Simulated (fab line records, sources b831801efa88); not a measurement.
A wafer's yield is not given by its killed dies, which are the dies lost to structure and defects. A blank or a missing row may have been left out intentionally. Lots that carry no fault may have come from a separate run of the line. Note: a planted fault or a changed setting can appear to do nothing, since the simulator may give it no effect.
fab line records	flow gf180mcu	part 1 of 2: steps 1 to 32 of 44
[record] lots = 5	wafers = 15	lastDay = 35
route steps=602 shown MVSD@70 MVPSD@78 VT_IMPLANT@90
lots that met no fault: taken from a fault-free run of the same line
startH: hours from the record's first day to the start of the lot's first wafer shown	waitH: how many hours have passed since the lot's step before this one	" same as the row above	L1.1+2: a row that stands for several wafers	- no value, or no start was given	* or withheld: withheld	< > ~ a bound
route shown NAME@n: NAME is a module with steps in the file, n the number in the route of the first one	usual: mean/standard deviation taken from wafers without a fault	same: alike in all rows	chamber/n: place in a boat	sites: per-site readings	_std_site: the standard deviation of these	_edge_site: mean of outer sites minus mean of inner sites	radiusMm: for every site, how far away it sits from the centre of the wafer	mask NAME#n: copy n	behind: the most recent tool/chamber to have shaped the wafer	hold: reason for holding the lot/hours on hold/outcome of the hold	device: whichever transistor did not switch (one of n, p or np)	end of line: at the end of the route, the tests of the same wafers	a step with no rows: only its recipe	killed: dies lost to structure and defects at the first sort, not the wafer's yield	map: the dies of a wafer, with x for killed, . for not killed, _ for no die there
set.NAME: the setting that was run; set.NAME@STEP: the one run at that earlier step	model.NAME: the simulator's own value behind a step, which no gauge read
certain route steps with their lots: each step a table, each wafer a row
services: the hour from which a tool's chamber was out of use, counted from the record's first day as startH (under 0 if before that day), plus the number of hours and why
[[steps]]
[step GF_MVSD_EXPOSE_04]
[recipe] maskId = MVSD	targetCdNm = 1000	na = 0.6	sourceShape = conventional	sigmaOuter = 0.6	doseMj = 260
[usual] reticleTempC = 23.01/0.11
lot.wafer	tool	chamber	startH	waitH	mask	reticleTempC
L084.2	ilineStepper-02	0	-	-	MVSD#0	23.09
L084.5	"	0	"	"	MVSD#0	22.91
L084.6	"	0	"	"	MVSD#0	22.97
L089.1	ilineStepper-01	0	-	-	MVSD#0	23.11
L089.3	"	0	"	"	MVSD#0	23.10
L089.4	"	0	"	"	MVSD#0	23.12
L092.3	ilineStepper-02	0	-	-	MVSD#0	22.99
L092.5	"	0	"	"	MVSD#0	22.75
L092.6	"	0	"	"	MVSD#0	22.92
L094.3	ilineStepper-01	0	-	-	MVSD#0	22.97
L094.5	"	0	"	"	MVSD#0	22.80
L094.6	"	0	"	"	MVSD#0	22.82
L097.1	ilineStepper-02	0	-	-	MVSD#0	22.92
L097.2	"	0	"	"	MVSD#0	22.91
L097.4	"	0	"	"	MVSD#0	23.03
[step GF_MVSD_PEB_05]
[recipe] tempC = 115	timeS = withheld
lot.wafer	tool	chamber	startH	waitH
L084.2+5+6	lithoTrack-04	0	-	-
L089.1+3+4	lithoTrack-02	0	-	-
L092.3+5+6	lithoTrack-02	0	-	-
L094.3+5+6	lithoTrack-03	0	-	-
L097.1+2+4	lithoTrack-02	0	-	-
[step GF_MVSD_DEVELOP_06]
[recipe] wallAngleDeg = 90	developTimeS = 60	devTempC = 23
lot.wafer	tool	chamber	startH	waitH
L084.2+5+6	lithoTrack-04	0	-	-
L089.1+3+4	lithoTrack-02	0	-	-
L092.3+5+6	lithoTrack-02	0	-	-
L094.3+5+6	lithoTrack-03	0	-	-
L097.1+2+4	lithoTrack-02	0	-	-
[step GF_MVSD_OVL_MEAS_07]
[usual] MVSD_OVL = -0.8/1.5
lot.wafer	tool	chamber	startH	waitH	MVSD_OVL[nm]
L084.2	overlay-01	-	140.92	-	1.3
L084.5	"	-	"	"	-0.2
L084.6	"	-	"	"	-2.9
L089.1	overlay-01	-	174.30	-	0.0
L089.3	"	-	"	"	-0.3
L089.4	"	-	"	"	-1.2
L092.3	overlay-02	-	190.66	-	-0.7
L092.5	"	-	"	"	2.0
L092.6	"	-	"	"	1.0
L094.3	overlay-01	-	199.06	-	2.6
L094.5	"	-	"	"	0.1
L094.6	"	-	"	"	0.3
L097.1	overlay-02	-	218.69	-	-2.2
L097.2	"	-	"	"	-3.2
L097.4	"	-	"	"	-0.3
[step GF_MVSD_IMPLANT_08]
[recipe] species = P	energyKev = 400	doseCm2 = 1.6e+13	tiltDeg = 0
lot.wafer	tool	chamber	startH	waitH
L084.2+5+6	implanter-04	0	140.98	0.0
L089.1+3+4	implanter-01	0	174.33	0.0
L092.3+5+6	implanter-04	0	190.73	0.1
L094.3+5+6	implanter-01	0	199.14	0.1
L097.1+2+4	implanter-01	0	218.73	0.0
[step GF_MVSD_IMPLANT_09]
[recipe] species = P	energyKev = 100	doseCm2 = 5e+12	tiltDeg = 0
lot.wafer	tool	chamber	startH	waitH
L084.2+5+6	implanter-04	0	141.13	0.1
L089.1+3+4	implanter-01	0	174.48	0.1
L092.3+5+6	implanter-04	0	190.88	0.1
L094.3+5+6	implanter-01	0	199.29	0.1
L097.1+2+4	implanter-01	0	218.88	0.1
[step GF_MVSD_STRIP_10]
[recipe] chemistry = O2/N2	powerW = 1400	pressureMtorr = 1500	platenTempC = 250	o2FlowSccm = 3000	n2FlowSccm = 300	overashFraction = 0.5
[usual] drypumpMotorCurrentA = 5.5/0.52	heaterPowerW = 330/27	n2FlowSccm = 300.0/0.92	oesProductAu = 0.723/0.0042	stripTimeToEndpointS = 37.03/0.1
lot.wafer	tool	chamber	startH	waitH	drypumpMotorCurrentA	heaterPowerW	n2FlowSccm	oesProductAu	rfHoursCounterH	stripTimeToEndpointS
L084.2	plasmaAsher-01	0	141.25	0.1	6.3	334	299.1	0.721	31	37.08
L084.5	"	0	"	"	6.3	342	299.8	0.722	-	37.15
L084.6	"	1	"	"	6.0	317	299.8	0.724	-	37.20
L089.1	plasmaAsher-02	1	174.63	0.1	5.4	367	299.0	0.717	54	37.00
L089.3	"	1	"	"	5.5	378	301.4	0.715	-	37.04
L089.4	"	0	"	"	4.7	288	300.4	0.723	-	36.88
L092.3	plasmaAsher-02	0	191.01	0.1	4.7	292	300.6	0.725	-	37.06
L092.5	"	0	"	"	4.7	291	301.1	0.721	-	36.97
L092.6	"	1	"	"	5.4	362	299.0	0.727	-	36.93
L094.3	plasmaAsher-04	1	199.42	0.1	6.0	353	299.6	0.721	-	37.12
L094.5	"	0	"	"	5.3	318	299.8	0.727	-	37.11
L094.6	"	1	"	"	6.0	349	300.1	0.731	-	37.15
L097.1	plasmaAsher-01	1	219.03	0.1	6.0	314	301.0	0.724	40	36.83
L097.2	"	0	"	"	6.3	337	299.7	0.726	40	36.88
L097.4	"	0	"	"	6.3	343	299.6	0.721	-	36.83
[step GF_MVSD_TW_MEAS_11]
[usual] MVSD_TW = 1583/17
lot.wafer	tool	chamber	startH	waitH	MVSD_TW
L084.2	filmMetro-02	-	141.36	0.1	1584
L084.5	"	-	"	"	1579
L084.6	"	-	"	"	1589
L089.1	filmMetro-04	-	174.73	0.1	1547
L089.3	"	-	"	"	1551
L089.4	"	-	"	"	1554
L092.3	filmMetro-02	-	191.10	0.1	1595
L092.5	"	-	"	"	1594
L092.6	"	-	"	"	1597
L094.3	filmMetro-04	-	199.51	0.1	1552
L094.5	"	-	"	"	1551
L094.6	"	-	"	"	1544
L097.1	filmMetro-02	-	219.13	0.1	1589
L097.2	"	-	"	"	1588
L097.4	"	-	"	"	1587
[step GF_MVPSD_DEHYDRATE_00]
[recipe] tempC = 200	timeS = 60
lot.wafer	tool	chamber	startH	waitH
L084.2+5+6	lithoTrack-04	0	148.94	7.6
L089.1+3+4	lithoTrack-04	0	182.76	8.0
L092.3+5+6	lithoTrack-04	0	198.61	7.5
L094.3+5+6	lithoTrack-01	0	208.42	8.9
L097.1+2+4	lithoTrack-04	0	228.06	8.9
[step GF_MVPSD_HMDS_01]
[recipe] primeTimeS = 60	primeTempC = 120
[same] primeTimeS = 60
lot.wafer	tool	chamber	startH	waitH
L084.2+5+6	lithoTrack-04	0	149.09	0.1
L089.1+3+4	lithoTrack-04	0	182.91	0.1
L092.3+5+6	lithoTrack-04	0	198.76	0.1
L094.3+5+6	lithoTrack-01	0	208.57	0.1
L097.1+2+4	lithoTrack-04	0	228.21	0.1
[step GF_MVPSD_COAT_02]
[recipe] spinRpm = 2000	resistThkNm = 3000
[usual] spinSpeedRpm = 1999.8/1.1
lot.wafer	tool	chamber	startH	waitH	spinSpeedRpm
L084.2	lithoTrack-04	0	149.24	0.1	2000.0
L084.5	"	0	"	"	1998.7
L084.6	"	0	"	"	1998.1
L089.1	lithoTrack-04	0	183.06	0.1	2000.9
L089.3	"	0	"	"	2001.0
L089.4	"	0	"	"	1999.7
L092.3	lithoTrack-04	0	198.91	0.1	1999.7
L092.5	"	0	"	"	2000.4
L092.6	"	0	"	"	2000.0
L094.3	lithoTrack-01	0	208.72	0.1	1998.5
L094.5	"	0	"	"	1999.1
L094.6	"	0	"	"	1999.8
L097.1	lithoTrack-04	0	228.36	0.1	2000.9
L097.2	"	0	"	"	1999.6
L097.4	"	0	"	"	1999.4
[step GF_MVPSD_SOFTBAKE_03]
[recipe] tempC = 110	timeS = withheld
lot.wafer	tool	chamber	startH	waitH
L084.2+5+6	lithoTrack-04	0	149.40	0.1
L089.1+3+4	lithoTrack-04	0	183.21	0.1
L092.3+5+6	lithoTrack-04	0	199.08	0.1
L094.3+5+6	lithoTrack-01	0	208.88	0.1
L097.1+2+4	lithoTrack-04	0	228.51	0.1
[step GF_MVPSD_EXPOSE_04]
[recipe] maskId = MVPSD	targetCdNm = 1000	na = 0.6	sourceShape = conventional	sigmaOuter = 0.6	doseMj = 260
[usual] reticleTempC = 23.01/0.11
lot.wafer	tool	chamber	startH	waitH	mask	reticleTempC
L084.2	ilineStepper-02	0	-	-	MVPSD#0	22.92
L084.5	"	0	"	"	MVPSD#0	22.94
L084.6	"	0	"	"	MVPSD#0	22.93
L089.1	ilineStepper-01	0	-	-	MVPSD#0	22.96
L089.3	"	0	"	"	MVPSD#0	23.12
L089.4	"	0	"	"	MVPSD#0	23.21
L092.3	ilineStepper-01	0	-	-	MVPSD#0	23.20
L092.5	"	0	"	"	MVPSD#0	23.11
L092.6	"	0	"	"	MVPSD#0	23.14
L094.3	ilineStepper-02	0	-	-	MVPSD#0	23.04
L094.5	"	0	"	"	MVPSD#0	23.14
L094.6	"	0	"	"	MVPSD#0	23.09
L097.1	ilineStepper-02	0	-	-	MVPSD#0	23.02
L097.2	"	0	"	"	MVPSD#0	23.07
L097.4	"	0	"	"	MVPSD#0	22.97
[step GF_MVPSD_PEB_05]
[recipe] tempC = 115	timeS = withheld
lot.wafer	tool	chamber	startH	waitH
L084.2+5+6	lithoTrack-04	0	-	-
L089.1+3+4	lithoTrack-03	0	-	-
L092.3+5+6	lithoTrack-01	0	-	-
L094.3+5+6	lithoTrack-04	0	-	-
L097.1+2+4	lithoTrack-01	0	-	-
[step GF_MVPSD_DEVELOP_06]
[recipe] wallAngleDeg = 90	developTimeS = 60	devTempC = 23
lot.wafer	tool	chamber	startH	waitH
L084.2+5+6	lithoTrack-04	0	-	-
L089.1+3+4	lithoTrack-03	0	-	-
L092.3+5+6	lithoTrack-01	0	-	-
L094.3+5+6	lithoTrack-04	0	-	-
L097.1+2+4	lithoTrack-01	0	-	-
[step GF_MVPSD_OVL_MEAS_07]
[usual] MVPSD_OVL = 1.1/1.3
lot.wafer	tool	chamber	startH	waitH	MVPSD_OVL[nm]
L084.2	overlay-01	-	157.17	-	1.8
L084.5	"	-	"	"	1.3
L084.6	"	-	"	"	2.0
L089.1	overlay-01	-	192.10	-	0.5
L089.3	"	-	"	"	2.6
L089.4	"	-	"	"	1.7
L092.3	overlay-02	-	208.38	-	-0.2
L092.5	"	-	"	"	-0.9
L092.6	"	-	"	"	0.7
L094.3	overlay-02	-	217.63	-	-1.0
L094.5	"	-	"	"	0.5
L094.6	"	-	"	"	0.2
L097.1	overlay-02	-	237.42	-	1.4
L097.2	"	-	"	"	0.3
L097.4	"	-	"	"	-1.3
[step GF_MVPSD_IMPLANT_08]
[recipe] species = B	energyKev = 170	doseCm2 = 1.5e+13	tiltDeg = 0
lot.wafer	tool	chamber	startH	waitH
L084.2+5+6	implanter-03	0	157.23	0.0
L089.1+3+4	implanter-03	0	192.14	0.0
L092.3+5+6	implanter-04	0	208.45	0.1
L094.3+5+6	implanter-04	0	217.70	0.1
L097.1+2+4	implanter-04	0	237.45	0.0
[step GF_MVPSD_IMPLANT_09]
[recipe] species = B	energyKev = 40	doseCm2 = 5e+12	tiltDeg = 0
lot.wafer	tool	chamber	startH	waitH
L084.2+5+6	implanter-03	0	157.38	0.1
L089.1+3+4	implanter-03	0	192.44	0.2
L092.3+5+6	implanter-04	0	208.60	0.1
L094.3+5+6	implanter-04	0	217.85	0.1
L097.1+2+4	implanter-04	0	237.60	0.1
[step GF_MVPSD_STRIP_10]
[recipe] chemistry = O2/N2	powerW = 1400	pressureMtorr = 1500	platenTempC = 250	o2FlowSccm = 3000	n2FlowSccm = 300	overashFraction = 0.5
[usual] drypumpMotorCurrentA = 5.8/0.41	heaterPowerW = 327/18	n2FlowSccm = 300.0/0.93	oesProductAu = 0.723/0.0047	stripTimeToEndpointS = 37.01/0.1
lot.wafer	tool	chamber	startH	waitH	drypumpMotorCurrentA	heaterPowerW	n2FlowSccm	oesProductAu	rfHoursCounterH	stripTimeToEndpointS
L084.2	plasmaAsher-04	0	157.50	0.1	5.3	327	299.9	0.721	50	36.97
L084.5	"	0	"	"	5.3	317	300.3	0.721	-	36.93
L084.6	"	1	"	"	6.0	345	298.7	0.723	-	36.99
L089.1	plasmaAsher-04	1	192.74	0.2	6.0	348	301.1	0.718	53	36.93
L089.3	"	0	"	"	5.3	321	300.5	0.730	-	37.00
L089.4	"	1	"	"	6.0	356	300.5	0.719	-	37.03
L092.3	plasmaAsher-03	1	208.74	0.1	5.6	294	301.0	0.724	-	37.01
L092.5	"	0	"	"	5.2	314	300.1	0.727	-	37.07
L092.6	"	1	"	"	5.6	297	300.7	0.724	-	37.00
L094.3	plasmaAsher-03	0	217.98	0.1	5.2	330	299.5	0.722	-	37.09
L094.5	"	0	"	"	5.2	332	300.1	0.730	-	37.03
L094.6	"	1	"	"	5.7	298	301.4	0.725	-	37.11
L097.1	plasmaAsher-03	1	237.75	0.1	5.6	290	300.4	0.717	12	37.08
L097.2	"	0	"	"	5.2	332	300.7	0.720	12	36.99
L097.4	"	0	"	"	5.2	322	298.9	0.728	-	37.09
[step GF_MVPSD_TW_MEAS_11]
[usual] MVPSD_TW = 554/6.5
lot.wafer	tool	chamber	startH	waitH	MVPSD_TW
L084.2	filmMetro-02	-	157.61	0.1	554
L084.5	"	-	"	"	554
L084.6	"	-	"	"	554
L089.1	filmMetro-01	-	192.84	0.1	559
L089.3	"	-	"	"	560
L089.4	"	-	"	"	562
L092.3	filmMetro-01	-	208.82	0.1	558
L092.5	"	-	"	"	561
L092.6	"	-	"	"	563
L094.3	filmMetro-04	-	218.07	0.1	542
L094.5	"	-	"	"	544
L094.6	"	-	"	"	543
L097.1	filmMetro-01	-	237.85	0.1	562
L097.2	"	-	"	"	558
L097.4	"	-	"	"	560
[step GF_VT_IMPLANT_DEHYDRATE_00]
[recipe] tempC = 200	timeS = 60
lot.wafer	tool	chamber	startH	waitH
L084.2+5+6	lithoTrack-01	0	165.09	7.5
L089.1+3+4	lithoTrack-01	0	200.02	7.2
L092.3+5+6	lithoTrack-01	0	216.97	8.1
L094.3+5+6	lithoTrack-03	0	226.55	8.5
L097.1+2+4	lithoTrack-01	0	247.17	9.3
[step GF_VT_IMPLANT_HMDS_01]
[recipe] primeTimeS = 60	primeTempC = 120
[same] primeTimeS = 60
lot.wafer	tool	chamber	startH	waitH
L084.2+5+6	lithoTrack-01	0	165.24	0.1
L089.1+3+4	lithoTrack-01	0	200.17	0.1
L092.3+5+6	lithoTrack-01	0	217.12	0.1
L094.3+5+6	lithoTrack-03	0	226.70	0.1
L097.1+2+4	lithoTrack-01	0	247.32	0.1
[step GF_VT_IMPLANT_COAT_02]
[recipe] resist = NOVOLAK	spinRpm = 3000	resistThkNm = 1000
[usual] spinSpeedRpm = 3000.2/1.8
lot.wafer	tool	chamber	startH	waitH	spinSpeedRpm
L084.2	lithoTrack-01	0	165.39	0.1	2998.8
L084.5	"	0	"	"	2999.5
L084.6	"	0	"	"	3000.3
L089.1	lithoTrack-01	0	200.32	0.1	3003.3
L089.3	"	0	"	"	2999.3
L089.4	"	0	"	"	3000.1
L092.3	lithoTrack-01	0	217.27	0.1	3000.6
L092.5	"	0	"	"	2998.8
L092.6	"	0	"	"	2997.6
L094.3	lithoTrack-03	0	226.85	0.1	3000.6
L094.5	"	0	"	"	3000.2
L094.6	"	0	"	"	3001.0
L097.1	lithoTrack-01	0	247.47	0.1	2999.3
L097.2	"	0	"	"	2998.9
L097.4	"	0	"	"	3000.0
[step GF_VT_IMPLANT_SOFTBAKE_03]
[recipe] tempC = 90	timeS = 60	resist = NOVOLAK
lot.wafer	tool	chamber	startH	waitH
L084.2+5+6	lithoTrack-01	0	165.54	0.1
L089.1+3+4	lithoTrack-01	0	200.47	0.1
L092.3+5+6	lithoTrack-01	0	217.42	0.1
L094.3+5+6	lithoTrack-03	0	227.00	0.1
L097.1+2+4	lithoTrack-01	0	247.62	0.1
[step GF_VT_IMPLANT_EXPOSE_04]
[recipe] maskId = LVPWELL_LV_AREA	targetCdNm = 600	na = 0.6	sourceShape = conventional	sigmaOuter = 0.6	doseMj = 140
[usual] reticleTempC = 23.01/0.099
lot.wafer	tool	chamber	startH	waitH	mask	reticleTempC
L084.2	ilineStepper-02	0	-	-	LVPWELL_LV_AREA#0	22.90
L084.5	"	0	"	"	LVPWELL_LV_AREA#0	22.99
L084.6	"	0	"	"	LVPWELL_LV_AREA#0	23.08
L089.1	ilineStepper-01	0	-	-	LVPWELL_LV_AREA#0	22.98
L089.3	"	0	"	"	LVPWELL_LV_AREA#0	23.16
L089.4	"	0	"	"	LVPWELL_LV_AREA#0	23.05
L092.3	ilineStepper-01	0	-	-	LVPWELL_LV_AREA#0	22.89
L092.5	"	0	"	"	LVPWELL_LV_AREA#0	22.96
L092.6	"	0	"	"	LVPWELL_LV_AREA#0	23.19
L094.3	ilineStepper-02	0	-	-	LVPWELL_LV_AREA#0	22.82
L094.5	"	0	"	"	LVPWELL_LV_AREA#0	22.97
L094.6	"	0	"	"	LVPWELL_LV_AREA#0	22.98
L097.1	ilineStepper-01	0	-	-	LVPWELL_LV_AREA#0	22.96
L097.2	"	0	"	"	LVPWELL_LV_AREA#0	22.97
L097.4	"	0	"	"	LVPWELL_LV_AREA#0	22.87
[step GF_VT_IMPLANT_PEB_05]
[recipe] tempC = withheld	timeS = *	resist = NOVOLAK
lot.wafer	tool	chamber	startH	waitH
L084.2+5+6	lithoTrack-02	0	-	-
L089.1+3+4	lithoTrack-01	0	-	-
L092.3+5+6	lithoTrack-03	0	-	-
L094.3+5+6	lithoTrack-03	0	-	-
L097.1+2+4	lithoTrack-02	0	-	-
[step GF_VT_IMPLANT_DEVELOP_06]
[recipe] developTimeS = 60	devTempC = 23
lot.wafer	tool	chamber	startH	waitH
L084.2+5+6	lithoTrack-02	0	173.82	0.1
L089.1+3+4	lithoTrack-01	0	209.77	0.1
L092.3+5+6	lithoTrack-03	0	226.40	0.1
L094.3+5+6	lithoTrack-03	0	235.85	0.1
L097.1+2+4	lithoTrack-02	0	256.54	0.1
[step GF_VT_IMPLANT_OVL_MEAS_07]
[usual] VT_IMPLANT_OVL = -1.0/1.2
lot.wafer	tool	chamber	startH	waitH	VT_IMPLANT_OVL[nm]
L084.2	overlay-01	-	173.95	0.1	-0.7
L084.5	"	-	"	"	-0.1
L084.6	"	-	"	"	-1.7
L089.1	overlay-02	-	209.92	0.1	-2.0
L089.3	"	-	"	"	-0.7
L089.4	"	-	"	"	-1.3
L092.3	overlay-01	-	226.51	0.1	1.1
L092.5	"	-	"	"	0.6
L092.6	"	-	"	"	-0.9
L094.3	overlay-02	-	235.96	0.1	-3.1
L094.5	"	-	"	"	-0.2
L094.6	"	-	"	"	-2.0
L097.1	overlay-02	-	256.69	0.1	-1.9
L097.2	"	-	"	"	-1.5
L097.4	"	-	"	"	-2.7
[step GF_VT_IMPLANT_IMPLANT_08]
[recipe] species = BF2	energyKev = 20	doseCm2 = 8.29e+12	tiltDeg = 7
lot.wafer	tool	chamber	startH	waitH
L084.2+5+6	implanter-03	0	174.01	0.0
L089.1+3+4	implanter-04	0	209.95	0.0
L092.3+5+6	implanter-04	0	226.58	0.1
L094.3+5+6	implanter-03	0	236.03	0.1
L097.1+2+4	implanter-04	0	256.73	0.0
[step GF_VT_IMPLANT_STRIP_09]
[recipe] chemistry = O2/N2	powerW = 1400	pressureMtorr = 1500	platenTempC = 250	o2FlowSccm = 3000	n2FlowSccm = 300	overashFraction = 0.5
[usual] drypumpMotorCurrentA = 5.6/0.51	heaterPowerW = 322/26	n2FlowSccm = 299.9/0.79	oesProductAu = 0.717/0.0051	stripTimeToEndpointS = 12.645/0.029
lot.wafer	tool	chamber	startH	waitH	drypumpMotorCurrentA	heaterPowerW	n2FlowSccm	oesProductAu	rfHoursCounterH	stripTimeToEndpointS
L084.2	plasmaAsher-03	1	174.13	0.1	5.6	293	299.5	0.718	5	12.603
L084.5	"	0	"	"	5.1	331	299.8	0.716	-	12.629
L084.6	"	1	"	"	5.7	290	298.2	0.720	-	12.628
L089.1	plasmaAsher-03	1	210.10	0.1	5.6	290	300.8	0.721	9	12.662
L089.3	"	0	"	"	5.1	335	300.4	0.716	-	12.662
L089.4	"	1	"	"	5.6	291	300.1	0.717	-	12.679
L092.3	plasmaAsher-01	1	226.72	0.1	6.0	319	299.8	0.718	-	12.671
L092.5	"	0	"	"	6.3	346	301.6	0.714	-	12.601
L092.6	"	1	"	"	6.0	329	300.2	0.714	-	12.657
L094.3	plasmaAsher-01	1	236.17	0.1	6.0	319	301.1	0.713	-	12.685
L094.5	"	1	"	"	6.0	323	301.2	0.716	-	12.635
L094.6	"	0	"	"	6.3	347	300.8	0.719	-	12.639
L097.1	plasmaAsher-01	1	256.88	0.1	6.1	315	299.9	0.712	44	12.608
L097.2	"	0	"	"	6.3	344	300.4	0.718	44	12.615
L097.4	"	0	"	"	6.3	348	299.2	0.713	-	12.631
[step GF_VT_IMPLANT_TW_MEAS_10]
[usual] VT_IMPLANT_TW = 565/6.3
lot.wafer	tool	chamber	startH	waitH	VT_IMPLANT_TW
L084.2	filmMetro-03	-	174.24	0.1	564
L084.5	"	-	"	"	571
L084.6	"	-	"	"	570
L089.1	filmMetro-03	-	210.20	0.1	570
L089.3	"	-	"	"	566
L089.4	"	-	"	"	569
L092.3	filmMetro-03	-	226.80	0.1	570
L092.5	"	-	"	"	570
L092.6	"	-	"	"	571
L094.3	filmMetro-02	-	236.25	0.1	564
L094.5	"	-	"	"	565
L094.6	"	-	"	"	565
L097.1	filmMetro-03	-	256.98	0.1	568
L097.2	"	-	"	"	567
L097.4	"	-	"	"	570
[step GF_VT_IMPLANT_DEHYDRATE_11]
[recipe] tempC = 200	timeS = 60
lot.wafer	tool	chamber	startH	waitH
L084.2+5+6	lithoTrack-03	0	181.72	7.5
L089.1+3+4	lithoTrack-01	0	218.22	8.0
L092.3+5+6	lithoTrack-03	0	235.10	8.3
L094.3+5+6	lithoTrack-02	0	245.39	9.1
L097.1+2+4	lithoTrack-01	0	266.27	9.3
